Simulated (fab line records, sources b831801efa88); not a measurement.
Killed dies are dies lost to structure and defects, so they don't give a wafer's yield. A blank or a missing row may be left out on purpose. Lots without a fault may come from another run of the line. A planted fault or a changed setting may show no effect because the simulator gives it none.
Split-lot experiment | flow gf180mcu | 5 lots, 23 wafers read, on a route of 602 steps

THE SPLIT
At GF_CONTACT_CVD_00 (deposits SiO2, target thk 300 nm, time 50 s), the setting sih4_flow_sccm was moved away from the recipe's 60 sccm on 10 of the 23 wafers read, by -13.6% to +6.1%. The other wafers ran this setting at the recipe's value.

FROM THE SPLIT TO THE READING: what the file shows between them, 3 steps
- GF_CONTACT_THK_MEAS_01
- GF_CONTACT_CMP_04: polishes SiO2 (also split here: leave_above_ref_nm)
- GF_CONTACT_ETCH_16: etches BARC in N2/H2 (also split here: source_w)

THE READING
oes_product_au, in a.u., at GF_CONTACT_ETCH_17 (etches SiO2 in C4F8/O2/Ar, stops on CoSi2, target depth 860 nm). Fault-free wafers of this fab line usually give 0.816 a.u., standard deviation 0.0044 a.u..

wafer  | tool, chamber at the split | sih4_flow_sccm as run, sccm | against the recipe | oes_product_au, a.u. | against lot-mates on the recipe
L074.2 | hdpcvd-02, 1               | 60                          | recipe             | 0.821                | -
L074.4 | hdpcvd-02, 1               | 60                          | recipe             | 0.818                | -
L074.6 | hdpcvd-02, 2               | 60                          | recipe             | 0.820                | -
L076.1 | hdpcvd-02, 0               | 60                          | recipe             | 0.804                | -
L076.2 | hdpcvd-02, 2               | 51.87                       | -13.6%             | 0.788                | -0.023
L076.3 | hdpcvd-02, 1               | 60                          | recipe             | 0.810                | -
L076.5 | hdpcvd-02, 1               | 51.87                       | -13.6%             | 0.787                | -0.024
L076.6 | hdpcvd-02, 0               | 60                          | recipe             | 0.819                | -
L077.1 | hdpcvd-02, 1               | 60                          | recipe             | 0.818                | -
L077.3 | hdpcvd-02, 0               | 63.68                       | +6.1%              | 0.828                | +0.012
L077.4 | hdpcvd-02, 2               | 63.68                       | +6.1%              | 0.819                | +0.003
L077.5 | hdpcvd-02, 1               | 60                          | recipe             | 0.814                | -
L077.6 | hdpcvd-02, 0               | 63.68                       | +6.1%              | 0.822                | +0.006
L081.2 | hdpcvd-01, 2               | 54.53                       | -9.1%              | 0.789                | -0.027
L081.3 | hdpcvd-01, 1               | 54.53                       | -9.1%              | 0.793                | -0.023
L081.4 | hdpcvd-01, 2               | 60                          | recipe             | 0.820                | -
L081.5 | hdpcvd-01, 1               | 60                          | recipe             | 0.812                | -
L081.6 | hdpcvd-01, 0               | 54.53                       | -9.1%              | 0.803                | -0.013
L084.1 | hdpcvd-01, 0               | 60                          | recipe             | 0.814                | -
L084.2 | hdpcvd-01, 1               | 60                          | recipe             | 0.823                | -
L084.3 | hdpcvd-01, 2               | 52.14                       | -13.1%             | 0.797                | -0.017
L084.4 | hdpcvd-01, 1               | 52.14                       | -13.1%             | 0.776                | -0.038
L084.5 | hdpcvd-01, 2               | 60                          | recipe             | 0.804                | -

THE FIT
A straight line over all 23 wafers: oes_product_au changes by +0.00198 a.u. for each +1% of sih4_flow_sccm; r = +0.89; the points scatter about the line by 0.0065 a.u..
The same after taking each lot's own level away (the mean of its wafers on the recipe; 23 wafers): +0.00184 a.u. for each +1%; r = +0.89; scatter 0.0062 a.u..
On that fit, the largest move of sih4_flow_sccm shifts the reading by 0.025 a.u..
The lots' own levels span 0.8110 to 0.8197 a.u., that is 2.0 times the standard deviation above.
So the lot-to-lot level changes the slope little: the two slopes agree.
Check: with one of the wafers moved furthest among these (-13.6%) left out of the fit, the line predicts -0.0269 a.u. for it against its lot-mates. It came out at -0.023 a.u. against them.

OTHER SPLITS ON THESE WAFERS
These wafers also went through other splits before the reading. Each is held against what the fit with the lots' levels taken away leaves over:
other split on the same wafers       | wafers away from the commonest value | r with oes_product_au (lot level and that fit taken away)
GF_SAB_CVD_00 time_s                 | 8                                    | -0.11
GF_SAB_DEVELOP_08 develop_time_s     | 7                                    | -0.02
GF_SALICIDE_SPUTTER_03 time_s        | 9                                    | +0.11
GF_CONTACT_CMP_04 leave_above_ref_nm | 7                                    | +0.66
GF_CONTACT_ETCH_16 source_w          | 10                                   | -0.02

THE WHOLE CHAIN: every reading that the file lists as answering this split, in the file's order
step                   | what it does                                                   | reading                                                                        | change (the file's fit)                  | r (the file's)
GF_CONTACT_CVD_00      | deposits SiO2, target thk 300 nm, time 50 s                    | SiO2_of_CONTACT_CVD_00.thk_nm (the simulator's own value, which no gauge read) | +3.08 nm for each +1% of the setting     | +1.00
GF_CONTACT_THK_MEAS_01 |                                                                | CONTACT_CVD_00_THK                                                             | +3.08 for each +1% of the setting        | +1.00
GF_CONTACT_ETCH_17     | etches SiO2 in C4F8/O2/Ar, stops on CoSi2, target depth 860 nm | oes_product_au                                                                 | +0.0019 a.u. for each +1% of the setting | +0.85
GF_CONTACT_ETCH_17     | etches SiO2 in C4F8/O2/Ar, stops on CoSi2, target depth 860 nm | CONTACT.feature_depth_nm (the simulator's own value, which no gauge read)      | +3.47 nm for each +1% of the setting     | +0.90

THE FILE'S OWN FIT
oes_product_au changes by +0.0019 a.u. for each +1% of sih4_flow_sccm, r = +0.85.
